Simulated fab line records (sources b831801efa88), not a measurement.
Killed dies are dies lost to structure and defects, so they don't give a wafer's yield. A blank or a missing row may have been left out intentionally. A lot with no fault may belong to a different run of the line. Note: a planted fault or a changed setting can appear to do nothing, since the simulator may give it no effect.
One fault seen from 2 desks ; flow sky130 ; numbers are kept per desk, each desk with only its own; the story behind them comes last

## FROM THE METROLOGY DESK
Lot by lot, what the gauges showed, no matter which tool ran the lot: averages of those sampled wafers that carry a number. If a lot's mean is further than 4 standard deviations from the usual mean, the lot is out of limits and carries the mark OUT (the distance appears in the brackets).
Columns: A = CAP2M_TIN_THK at SKY_CAP2M_THK_MEAS_04, usual 197.3 nm
lot;first seen here;A
L644;day 39 17:09;197.8
L646;day 40 09:15;195.0
L647;day 40 19:32;195.2
L648;day 41 08:21;195.5
L650;day 41 17:59;196.8
L654;day 42 21:30;196.6
L653;day 42 21:57;200.8
L655;day 43 04:22;197.2
L658;day 44 10:47;200.8
L660;day 44 11:25;195.2
L661;day 44 14:37;198.5
L665;day 45 21:24;196.1
This desk's verdict: no lot among the 12 shows anything out of limits.

## FOR THE TOOL OWNER'S DESK: litho-track-01
The tool's own readings at SKY_VIA4_SOFTBAKE_07 (time 60 s): means of the sampled wafers that have a number, for each lot that ran on this tool. If a lot's mean is further than 4 standard deviations from the usual mean, the lot is out of limits and carries the mark OUT (the distance appears in the brackets).
Columns: A = heater-power-total-W at SKY_VIA4_SOFTBAKE_07, usual 56.59 W; B = run-length-s at SKY_VIA4_SOFTBAKE_07, usual 89.13 s
lot;first seen here;A;B
L647;day 43 08:35;56.59;88.94
L654;day 45 07:26;56.62;89.15
L653;day 45 08:01;56.60;107.78 (+98) OUT
L655;day 45 14:53;56.58;107.81 (+98) OUT
This desk's finding: out of limits on L653, L655; first on L653, day 45 08:01 (run-length-s at SKY_VIA4_SOFTBAKE_07). L647, L654 stayed within limits.

## TAKEN TOGETHER
At day 45 08:01, on L653, L655, the tool owner's desk was in a position to raise an alarm.
Nothing out of limits was seen by the metrology desk.
The metrology desk has L653, L655 on record, within its limits.
Of the lots named, all ran SKY_VIA4_SOFTBAKE_07 on litho-track-01.

## WHAT THE SIMULATOR HAD INSERTED
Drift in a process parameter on litho-track-01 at SKY_VIA4_SOFTBAKE_07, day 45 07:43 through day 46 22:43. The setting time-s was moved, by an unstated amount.
Shown lots that were struck: L653, L655.
How many hours passed from the start of the fault until each desk's first out-of-limits reading: the tool owner's desk, 0.
